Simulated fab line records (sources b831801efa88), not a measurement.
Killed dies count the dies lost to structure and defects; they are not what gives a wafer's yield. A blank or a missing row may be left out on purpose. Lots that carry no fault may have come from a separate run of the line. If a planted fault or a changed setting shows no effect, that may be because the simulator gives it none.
fab line records	flow sky130
[record] lots = 7	wafers = 18	last_day = 50
route steps=708 shown PASSIVATION@689 PAD_OPEN@694
lots that met no fault: taken from a fault-free run of the same line
start_h: hours from the record's first day to the start of the lot's first wafer shown	wait_h: time in hours since the lot's previous step	" as in the row above	L1.1+2: a row that stands for several wafers	- either no value or no given start	* or withheld: withheld	< > ~ a bound
route shown NAME@n: names a module that has steps shown in the file, with the first one's number in the route	usual: the fault-free wafers' mean and standard deviation	same: alike in all rows	chamber/n: place in a boat	sites: the reading at each site	_std_site: how widely they spread, as a standard deviation	_edge_site: outer sites' mean less inner sites'	radius_mm: for every site, how far away it sits from the centre of the wafer	mask NAME#n: copy n	behind: the tool/chamber that last shaped the wafer	hold: reason for holding the lot/hours on hold/outcome of the hold	device: whichever transistor did not switch (one of n, p or np)	end of line: tests run on the same wafers once the route is complete	step lacking rows: just its recipe	killed: at the first sort, the dies lost to defects and structure; wafer yield is something else	map: a wafer's dies, marking killed ones x, the rest . and places with no die _
set.NAME: the setting the step ran with; set.NAME@STEP: the setting that earlier step ran with	model.NAME: the simulator's own value behind a step, which no gauge read
lots seen at some steps along the route; tables by step, rows by wafer
services: a tool's chamber out of use, with start hour (start_h, from the record's first day; less than 0 if before it), hours out, and reason
[[steps]]
[step SKY_PASSIVATION_EXPOSE_08]
[recipe] mask_id = NSM	target_cd_nm = 3000	na = 0.57	dose_mj = 260
[step SKY_PASSIVATION_PEB_09]
[recipe] temp_c = 115	time_s = withheld
[step SKY_PASSIVATION_DEVELOP_10]
[recipe] develop_time_s = 60	dev_temp_c = 23
[step SKY_PASSIVATION_ETCH_11]
[recipe] chemistry = CF4/O2	target_depth_nm = 725	stop_on = AlCu	source_w = 800	bias_w = 150	pressure_mtorr = 150	cf4_flow_sccm = 80	O2_flow_sccm = 10	time_s = 161.1
[usual] chamber_pressure_mTorr = 150.00/0.13	drypump_motor_current_A = 5.8/0.38	oes_product_au = 0.978/0.0066	run_length_s = 189.4/0.31	throttle_valve_pct = 5.964/0.0091
lot.wafer	tool	chamber	start_h	wait_h	chamber_pressure_mTorr	drypump_motor_current_A	oes_product_au	rf_hours_counter_h	run_length_s	throttle_valve_pct
L696.3	rie_diel-03	1	1051.26	-	150.01	5.5	0.982	19	188.7	5.959
L696.4	"	3	"	"	149.91	6.0	0.979	16	189.5	5.964
L696.6	"	0	"	"	150.00	5.0	0.981	-	190.4	5.957
L700.3	rie_diel-02	1	1082.01	-	149.85	5.7	0.976	16	189.8	5.946
L700.4	"	2	"	"	150.20	5.2	0.991	15	189.4	5.965
L700.6	"	1	"	"	150.12	5.7	0.973	-	189.6	5.964
L704.4	rie_diel-02	1	1100.61	-	150.30	5.7	0.988	17	189.7	5.962
L704.6	"	2	"	"	150.05	5.2	0.982	-	189.3	5.973
L705.3	rie_diel-02	3	1105.89	-	150.07	5.9	0.965	19	189.6	5.972
L705.4	"	0	"	"	150.07	6.1	0.986	20	189.2	5.965
L708.3	rie_diel-04	2	1130.24	-	149.90	6.3	0.975	3	189.0	5.968
L708.6	"	3	"	"	150.03	5.7	0.983	-	189.4	5.967
L719.2	rie_diel-03	0	1182.11	-	150.03	5.0	0.974	10	189.7	5.957
L719.3	"	2	"	"	149.94	5.8	0.974	25	189.3	5.976
L719.6	"	2	"	"	149.92	5.8	0.975	-	189.4	5.964
L718.3	rie_diel-03	2	1184.51	-	149.99	5.7	0.973	25	189.7	5.959
L718.5	"	1	"	"	149.97	5.6	0.986	-	189.1	5.962
L718.6	"	0	"	"	149.99	5.0	0.978	-	189.8	5.961
[step SKY_PASSIVATION_STRIP_12]
[recipe] chemistry = O2/N2	power_w = 1400	pressure_mtorr = 1500	platen_temp_c = withheld	overash_fraction = 0.7	o2_flow_sccm = 3000	n2_flow_sccm = 300
[usual] chamber_pressure_mTorr = 1500.0/1.4	drypump_motor_current_A = 5.36/0.3	o2_flow_sccm = 2999/9.1	oes_product_au = 0.661/0.0046	strip_time_to_endpoint_s = 31.50/0.11
lot.wafer	tool	chamber	start_h	wait_h	chamber_pressure_mTorr	drypump_motor_current_A	o2_flow_sccm	oes_product_au	rf_hours_counter_h	strip_time_to_endpoint_s
L696.3	plasma_asher-01	1	1051.40	0.1	1498.2	5.44	2989	0.660	-	31.42
L696.4	"	0	"	"	1498.3	5.09	3004	0.654	-	31.42
L696.6	"	1	"	"	1499.1	5.45	2996	0.654	-	31.43
L700.3	plasma_asher-01	1	1082.15	0.1	1502.7	5.44	2994	0.661	-	31.38
L700.4	"	0	"	"	1500.7	5.10	2995	0.657	-	31.44
L700.6	"	1	"	"	1499.4	5.46	2987	0.661	-	31.61
L704.4	plasma_asher-03	0	1100.75	0.1	1500.7	5.29	3009	0.662	-	31.66
L704.6	"	1	"	"	1499.1	4.84	3009	0.668	-	31.44
L705.3	plasma_asher-01	0	1106.03	0.1	1498.0	5.08	2980	0.655	-	31.59
L705.4	"	1	"	"	1499.4	5.44	3003	0.655	-	31.42
L708.3	plasma_asher-02	0	1130.38	0.1	1500.2	5.71	3001	0.664	-	31.69
L708.6	"	1	"	"	1501.9	5.82	2986	0.661	-	31.49
L719.2	plasma_asher-02	1	1182.22	0.1	1499.7	5.81	2990	0.660	11	31.52
L719.3	"	1	"	"	1498.6	5.82	3006	0.667	-	31.69
L719.6	"	1	"	"	1498.8	5.81	2998	0.659	-	31.73
L718.3	plasma_asher-02	0	1184.65	0.1	1500.3	5.72	3012	0.660	-	31.66
L718.5	"	0	"	"	1500.9	5.71	2991	0.674	-	31.36
L718.6	"	1	"	"	1498.7	5.81	3008	0.667	-	31.42
[step SKY_PAD_OPEN_DEHYDRATE_00]
[recipe] temp_c = 200	time_s = 60
[step SKY_PAD_OPEN_HMDS_01]
[recipe] prime_time_s = 60	prime_temp_c = 120
[step SKY_PAD_OPEN_COAT_02]
[recipe] spin_rpm = 2000	resist_thk_nm = 3000
[step SKY_PAD_OPEN_SOFTBAKE_03]
[recipe] temp_c = 110	time_s = withheld
[step SKY_PAD_OPEN_EXPOSE_04]
[recipe] mask_id = PDM	target_cd_nm = 60000	na = 0.57	dose_mj = 260
[step SKY_PAD_OPEN_PEB_05]
[recipe] temp_c = 115	time_s = withheld
[step SKY_PAD_OPEN_DEVELOP_06]
[recipe] develop_time_s = 60	dev_temp_c = 23
[step SKY_PAD_OPEN_ETCH_07]
[recipe] chemistry = CF4/O2	target_depth_nm = 725	stop_on = AlCu	source_w = 800	bias_w = 150	pressure_mtorr = 150	cf4_flow_sccm = 80	O2_flow_sccm = 10	time_s = 161.1
[usual] chamber_pressure_mTorr = 150.00/0.13	drypump_motor_current_A = 5.7/0.4	oes_product_au = 0.978/0.0067	run_length_s = 189.4/0.42	throttle_valve_pct = 5.965/0.0091
lot.wafer	tool	chamber	start_h	wait_h	chamber_pressure_mTorr	drypump_motor_current_A	oes_product_au	rf_hours_counter_h	run_length_s	throttle_valve_pct
L696.3	rie_diel-02	2	1072.82	-	149.89	5.2	0.979	15	189.1	5.958
L696.4	"	1	"	"	150.14	5.7	0.991	16	189.5	5.980
L696.6	"	0	"	"	149.95	6.0	0.976	-	189.1	5.967
L700.3	rie_diel-03	1	1102.62	-	150.11	5.6	0.979	21	189.1	5.982
L700.4	"	3	"	"	149.95	6.0	0.979	18	189.8	5.943
L700.6	"	3	"	"	150.09	6.0	0.979	-	189.4	5.947
L704.4	rie_diel-02	2	1121.07	-	150.10	5.2	0.881	-	222.1	5.929
L704.6	"	1	"	"	149.95	5.7	0.884	-	222.5	5.934
L705.3	rie_diel-02	1	1125.96	-	150.00	5.7	0.975	18	189.6	5.953
L705.4	"	3	"	"	150.08	5.9	0.884	19	222.1	5.934
L708.3	rie_diel-02	1	1148.66	-	149.87	5.7	0.971	19	189.7	5.949
L708.6	"	2	"	"	150.03	5.2	0.877	-	222.8	5.929
L719.2	rie_diel-03	2	1198.07	-	150.29	5.7	0.973	25	189.6	5.972
L719.3	"	1	"	"	150.09	5.6	0.984	25	188.6	5.957
L719.6	"	2	"	"	150.04	5.8	0.970	-	189.7	5.966
L718.3	rie_diel-03	0	1200.17	-	149.97	5.0	0.983	11	189.9	5.971
L718.5	"	2	"	"	150.15	5.8	0.980	-	189.3	5.959
L718.6	"	3	"	"	150.10	6.0	0.979	-	189.3	5.952
[step SKY_PAD_OPEN_STRIP_08]
[recipe] chemistry = O2/N2	power_w = 1400	pressure_mtorr = 1500	platen_temp_c = withheld	overash_fraction = 0.7	o2_flow_sccm = 3000	n2_flow_sccm = 300
[usual] chamber_pressure_mTorr = 1499.9/1.4	drypump_motor_current_A = 5.3/0.4	o2_flow_sccm = 3001/9	oes_product_au = 0.663/0.0046
lot.wafer	tool	chamber	start_h	wait_h	chamber_pressure_mTorr	drypump_motor_current_A	o2_flow_sccm	oes_product_au	rf_hours_counter_h
L696.3	plasma_asher-03	0	1072.96	0.1	1500.7	5.2	2981	0.664	-
L696.4	"	1	"	"	1498.0	4.9	3010	0.653	-
L696.6	"	1	"	"	1502.3	4.9	2991	0.662	-
L700.3	plasma_asher-01	0	1102.76	0.1	1499.0	5.1	3008	0.656	-
L700.4	"	1	"	"	1498.7	5.5	2991	0.660	-
L700.6	"	0	"	"	1501.1	5.1	3011	0.663	-
L704.4	plasma_asher-03	1	1121.15	0.0	1498.4	4.9	3014	0.663	-
L704.6	"	1	"	"	1499.0	4.9	3006	0.665	-
L705.3	plasma_asher-01	1	1126.10	0.1	1502.3	5.4	2994	0.666	-
L705.4	"	0	"	"	1500.0	5.1	3011	0.648	-
L708.3	plasma_asher-04	0	1148.80	0.1	1501.2	5.9	3002	0.670	-
L708.6	"	0	"	"	1500.3	5.8	3013	0.664	-
L719.2	plasma_asher-03	1	1198.18	0.1	1498.8	4.8	2975	0.659	103
L719.3	"	1	"	"	1497.0	4.9	2991	0.671	-
L719.6	"	0	"	"	1499.1	5.3	2987	0.667	-
L718.3	plasma_asher-01	1	1200.31	0.1	1499.4	5.5	2992	0.670	-
L718.5	"	1	"	"	1497.1	5.5	3000	0.665	-
L718.6	"	0	"	"	1499.5	5.1	3008	0.668	-
[step SKY_PAD_OPEN_PROBE_99]
[usual] defect_limited_yield = 82.4/2	killed_at_M0_to_M3 = 44/6.5	killed_at_M4_up = 3.3/1.7	killed_at_contacts = 25/5.3	killed_at_front_end = 15/5	killed_at_other = 0.2/0.47	killed_dies = 87/9.9	killed_open = 47/8	killed_short = 39/6.1	sort_bin_3_pad_short = 0.9/0.43	sort_bin_5_function = 10.4/1.5	sort_bin_6_memory = 6.2/1.2	sort_n_pass = 405/9.9	sort_yield_pct = 82.4/2
[same] gross_dies = 492	killed_at_back_side = 0	sort_bin_4_leakage[%] = 0	sort_bin_8_speed[%] = 0
lot.wafer	tool	chamber	start_h	wait_h	defect_limited_yield[%]	killed_at_M0_to_M3	killed_at_M4_up	killed_at_contacts	killed_at_front_end	killed_at_other	killed_dies	killed_open	killed_short	sort_bin_3_pad_short[%]	sort_bin_5_function[%]	sort_bin_6_memory[%]	sort_n_pass	sort_yield_pct[%]
L696.3	prober-01	-	1075.49	0.2	83.3	42	4	25	11	0	82	51	31	0.6	10.0	6.1	410	83.3
L696.4	prober-01	-	1075.54	0.2	83.7	43	3	25	9	0	80	38	42	1.4	10.4	4.5	412	83.7
L696.6	prober-01	-	1075.64	0.2	80.1	49	3	20	26	0	98	55	43	1.2	10.4	8.3	394	80.1
L704.4	prober-01	-	1123.53	0.2	84.1	35	2	29	12	0	78	48	30	1.0	8.7	6.1	414	84.1
L704.6	prober-01	-	1123.63	0.2	84.3	43	2	19	13	0	77	48	29	1.2	9.3	5.1	415	84.3
L705.3	prober-02	-	1128.50	0.2	83.5	43	3	22	13	0	81	43	38	0.4	10.6	5.5	411	83.5
L708.3	prober-01	-	1151.32	0.2	85.8	42	5	10	13	0	70	35	35	1.2	8.1	4.9	422	85.8
L708.6	prober-01	-	1151.47	0.2	80.5	53	1	19	23	0	96	53	43	1.6	10.6	7.3	396	80.5
L719.2	prober-02	-	1200.44	0.1	83.7	40	4	25	11	0	80	43	37	0.6	9.6	6.1	412	83.7
L719.3	prober-02	-	1200.49	0.2	78.5	49	4	28	25	0	106	54	52	0.8	12.8	7.9	386	78.5
L719.6	prober-02	-	1200.64	0.2	85.2	43	4	19	7	0	73	44	29	1.0	9.6	4.3	419	85.2
L718.3	prober-02	-	1203.73	0.2	83.3	39	1	24	18	0	82	46	36	0.4	10.0	6.3	410	83.3
L718.5	prober-02	-	1203.83	0.2	82.7	31	6	36	12	0	85	55	30	0	10.6	6.7	407	82.7
L718.6	prober-02	-	1203.88	0.2	86.6	32	2	25	7	0	66	36	30	0.8	8.3	4.3	426	86.6
// killed by level:class
L696.3 VIA1:geometric_particle:open=12 LI_CONTACT:geometric_particle:open=10 CONTACT:geometric_particle:open=10 VIA1:geometric_particle:short=8 VIA3:geometric_particle:open=6 VIA2:geometric_particle:open=5 METAL3:geometric_particle:short=5 FIELD_ISO:geometric_particle:open=3
L696.4 VIA1:geometric_particle:open=11 CONTACT:geometric_particle:open=9 METAL2:geometric_particle:short=8 VIA1:geometric_particle:short=7 LOCAL_INTERCONNECT:geometric_particle:short=6 VIA3:geometric_particle:open=5 FIELD_ISO:geometric_particle:open=4 LI_CONTACT:geometric_particle:short=4
L696.6 VIA2:geometric_particle:open=12 FIELD_ISO:geometric_particle:short=9 METAL2:geometric_particle:short=9 CONTACT:geometric_particle:open=8 VIA3:geometric_particle:open=7 POLY_GATE:geometric_particle:short=6 VIA1:geometric_particle:open=6 FIELD_ISO:geometric_particle:open=5
L704.4 CONTACT:geometric_particle:open=17 VIA2:geometric_particle:open=9 VIA2:geometric_particle:short=6 VIA3:geometric_particle:open=6 LOCAL_INTERCONNECT:geometric_particle:short=5 VIA1:geometric_particle:open=5 FIELD_ISO:geometric_particle:short=3 FIELD_ISO:geometric_particle:open=3
L704.6 VIA2:geometric_particle:open=10 VIA1:geometric_particle:open=9 VIA3:geometric_particle:open=8 CONTACT:geometric_particle:open=7 LI_CONTACT:geometric_particle:open=6 METAL1:geometric_particle:short=5 METAL2:geometric_particle:short=4 FIELD_ISO:geometric_particle:open=3
L705.3 VIA1:geometric_particle:open=8 CONTACT:geometric_particle:open=7 VIA2:geometric_particle:open=7 FIELD_ISO:geometric_particle:short=6 CONTACT:geometric_particle:short=6 METAL3:geometric_particle:short=6 LI_CONTACT:geometric_particle:open=5 VIA3:geometric_particle:open=5
L708.3 VIA1:geometric_particle:open=11 METAL1:geometric_particle:short=6 METAL2:geometric_particle:short=4 VIA2:geometric_particle:open=4 VIA3:geometric_particle:short=4 METAL4:geometric_particle:short=4 FIELD_ISO:geometric_particle:open=3 FIELD_ISO:geometric_particle:short=3
L708.6 METAL1:geometric_particle:short=10 CONTACT:geometric_particle:open=9 VIA1:geometric_particle:open=9 VIA2:geometric_particle:open=8 FIELD_ISO:geometric_particle:short=7 POLY_GATE:geometric_particle:open=7 VIA1:geometric_particle:short=7 CONTACT:geometric_particle:short=5
L719.2 VIA1:geometric_particle:open=10 CONTACT:geometric_particle:open=8 LI_CONTACT:geometric_particle:open=6 LOCAL_INTERCONNECT:geometric_particle:short=5 METAL1:geometric_particle:short=4 VIA1:geometric_particle:short=4 VIA2:geometric_particle:open=4 VIA3:geometric_particle:open=4
L719.3 CONTACT:geometric_particle:open=12 VIA1:geometric_particle:open=11 FIELD_ISO:geometric_particle:open=7 POLY_GATE:geometric_particle:short=7 VIA2:geometric_particle:short=6 FIELD_ISO:geometric_particle:short=5 POLY_GATE:geometric_particle:open=5 LOCAL_INTERCONNECT:geometric_particle:short=5
L719.6 VIA1:geometric_particle:open=14 CONTACT:geometric_particle:open=8 CONTACT:geometric_particle:short=5 VIA2:geometric_particle:open=5 VIA1:geometric_particle:short=4 METAL2:geometric_particle:short=4 FIELD_ISO:geometric_particle:open=3 METAL1:geometric_particle:short=3
L718.3 CONTACT:geometric_particle:open=13 VIA2:geometric_particle:open=8 FIELD_ISO:geometric_particle:short=7 VIA3:geometric_particle:open=7 METAL1:geometric_particle:short=6 METAL2:geometric_particle:short=6 VIA1:geometric_particle:open=5 LI_CONTACT:geometric_particle:open=4
L718.5 CONTACT:geometric_particle:open=20 VIA3:geometric_particle:open=9 LI_CONTACT:geometric_particle:open=8 VIA2:geometric_particle:open=6 FIELD_ISO:geometric_particle:short=5 CONTACT:geometric_particle:short=5 VIA1:geometric_particle:open=5 METAL4:geometric_particle:short=5
L718.6 CONTACT:geometric_particle:open=9 VIA3:geometric_particle:open=7 LI_CONTACT:geometric_particle:open=6 METAL3:geometric_particle:short=6 LOCAL_INTERCONNECT:geometric_particle:short=5 VIA1:geometric_particle:open=5 VIA2:geometric_particle:short=4 VIA2:geometric_particle:open=4
[[services]]
tool	chamber	start_h	hours	kind
rie_diel-03	1	1035.06	9.0	repair
plasma_asher-02	-	1055.25	9.0	pm
plasma_asher-03	-	1065.66	5.3	pm
plasma_asher-04	-	1084.97	2.5	repair
rie_diel-04	2	1087.51	7.2	repair
plasma_asher-04	-	1100.74	15.4	pm
plasma_asher-02	-	1104.68	3.3	repair
rie_diel-04	0	1105.99	6.7	repair
rie_diel-02	3	1109.43	8.3	repair
rie_diel-03	-	1109.44	2.8	pm
plasma_asher-02	-	1115.64	13.1	repair
rie_diel-02	0	1117.31	4.1	repair
plasma_asher-01	-	1126.64	1.4	repair
rie_diel-02	-	1131.85	1.2	repair
plasma_asher-03	-	1132.75	1.9	repair
plasma_asher-01	-	1134.99	2.8	pm
rie_diel-03	1	1145.02	1.2	repair
rie_diel-02	0	1163.95	1.4	repair
rie_diel-03	0	1169.50	8.7	repair
rie_diel-03	2	1170.26	1.9	repair
plasma_asher-03	-	1182.78	2.6	repair
plasma_asher-04	-	1185.14	15.6	pm
rie_diel-02	-	1185.31	1.0	repair
rie_diel-02	-	1193.67	0.4	repair
[[key]]
[first_sign] step = SKY_PAD_OPEN_ETCH_07	reading = run_length_s	direction = up	sigmas = 79	usual = *	struck = *
[effect] step = SKY_PAD_OPEN_ETCH_07	reading = oes_product_au	direction = down	sigmas = 14	usual = 0.978	struck = 0.881
met_at SKY_PAD_OPEN_ETCH_07
struck_wafers L704.4,L704.6,L705.4,L708.6
onset_between 1072.82 1121.07
[fault] kind = process_parameter_drift	tool = rie_diel-02	chamber = -	onset_h = 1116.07	steps = SKY_PAD_OPEN_ETCH_07	channel = time_s	offset = *	shape = step	end_h = 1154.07	scope = struck_wafers_only	acts_in = *	stated = *
